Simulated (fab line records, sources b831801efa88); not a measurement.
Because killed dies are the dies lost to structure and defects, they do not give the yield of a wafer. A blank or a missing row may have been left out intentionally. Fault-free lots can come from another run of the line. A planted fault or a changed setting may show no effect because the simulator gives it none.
Comparing a struck lot with a sound one | flow gf180mcu | 19 steps out of a route of 602
Sound: these wafers, L267.3, L267.4, L267.5. Struck: wafer L279.2; the same lot's L279.6 was not struck, so it is left out; see the end for the cause.
Order at every step that has rows: each side's tool, ch and its chambers, its first start. Under that, the readings that differ: sound wafers | struck wafers | difference of the means | sigmas: that difference in standard deviations of wafers without a fault.
alike: readings whose means differ by less than 2 such deviations, and words and numbers that are the same on both sides. not compared: withheld readings, readings that some wafer has no value for, bounds like >300 that may hide the same value, and numbers for which the record gives no deviation and whose values overlap.
A row with sigmas, a row that says differs or no value, or rows on one side alone: a step with any of these is where the two part. Numbers that don't overlap but have no deviation are shown without sigmas and don't part them. A reading missing from all wafers of one side parts the sides only when that side holds two or more wafers.

GF_PSD_STRIP_10: strips in O2/N2.
  sound on plasma-asher-02 ch 0,1, day 15 11:50; struck on plasma-asher-01 ch 1, day 19 20:16
  reading                | sound                | struck | difference                   | sigmas
  platen-temp-c (C)      | 250.07 250.18 250.03 | 249.73 | -0.36                        | -2
  rf-hours-counter-h (h) | - - -                | 32     | no value on the sound wafers |
  alike: drypump-motor-current-A, heater-power-w, oes-product-au, strip-time-to-endpoint-s
GF_PSD_TW_MEAS_11:
  sound on film-metro-01, day 15 11:55; struck on film-metro-01, day 19 20:23
  reading | sound          | struck | difference | sigmas
  PSD_TW  | 3186 3191 3217 | 3244   | +46        | +2
then, 1 step without rows for these wafers: GF_PSD_CLEAN_12 (cleans in SC1/SC2, time 150 s).
GF_PSD_RTA_13: time 20 s.
  sound on rtp-anneal-02 ch 0, day 15 12:02; struck on rtp-anneal-01 ch 0, day 19 20:29
  alike: lamp-power-pct, wafer_temp_C_max
GF_PSD_RS_MEAS_14: a four-point-probe measurement.
  sound on film-metro-01, day 15 12:08; struck on film-metro-04, day 19 20:35
  alike: NSD_RS
GF_PSD_RS_MEAS_15: a four-point-probe measurement.
  sound on film-metro-01, day 15 12:15; struck on film-metro-04, day 19 20:42
  reading         | sound                | struck | difference | sigmas
  PSD_RS (ohm/sq) | 109.06 108.79 108.96 | 107.91 | -1.03      | -4
GF_SAB_CVD_00: deposits SiO2 from TEOS, target thk 50 nm, time 4.9302 s.
  sound on pecvd-01 ch 1,2, day 15 12:20; struck on pecvd-01 ch 1, day 19 20:48
  alike: heater-power-w, rf-fwd-power-W
GF_SAB_THK_MEAS_01:
  sound on film-metro-01, day 15 12:22; struck on film-metro-01, day 19 20:50
  alike: SAB_CVD_00_THK
then, 4 steps without rows for these wafers: GF_SAB_DEHYDRATE_02 (time 60 s); GF_SAB_HMDS_03 (prime time 60 s); GF_SAB_COAT_04 (resist thk 1000 nm); GF_SAB_SOFTBAKE_05 (time 60 s).
GF_SAB_EXPOSE_06: exposes mask SAB, target cd 420 nm.
  sound on iline-stepper-02 ch 0, day 15 23:37; struck on iline-stepper-02 ch 0, day 20 08:55
  alike: mask
then, 2 steps without rows for these wafers: GF_SAB_PEB_07; GF_SAB_DEVELOP_08 (develop time 60 s).
GF_SAB_CD_MEAS_09 targets a cd of 420 nm.
  sound on cd-sem-01, day 16 10:20; struck on cd-sem-02, day 20 20:28
  reading    | sound             | struck | difference | sigmas
  cd-nm (nm) | 421.2 420.9 421.7 | 344.7  | -76.6      | -35
GF_SAB_OVL_MEAS_10:
  sound on overlay-02, day 16 10:26; struck on overlay-01, day 20 20:34
  alike: SAB_OVL
GF_SAB_ETCH_11: etches SiO2 in C4F8/O2/Ar, target depth 55 nm, time 8.5 s.
  sound on rie-diel-01 ch 1,2,3, day 16 10:28; struck on rie-diel-03 ch 2, day 20 20:35
  reading              | sound             | struck | difference | sigmas
  model.SAB.cd-nm (nm) | 420.7 420.8 421.8 | 344.3  | -76.8      |
  alike: oes-product-au, rf-fwd-power-W
  not compared: rf-hours-counter-h
then, 1 step without rows for these wafers: GF_SAB_WET_ETCH_12 (etches SiO2 in dHF, target depth 22 nm, time 440 s).

## WHERE THEY PART
At GF_PSD_STRIP_10 first; at GF_SAB_CD_MEAS_09 last (within this record only). Later steps at which nothing parts them and some readings are alike: GF_SAB_OVL_MEAS_10, GF_SAB_ETCH_11.

WHY: what the simulator had put in
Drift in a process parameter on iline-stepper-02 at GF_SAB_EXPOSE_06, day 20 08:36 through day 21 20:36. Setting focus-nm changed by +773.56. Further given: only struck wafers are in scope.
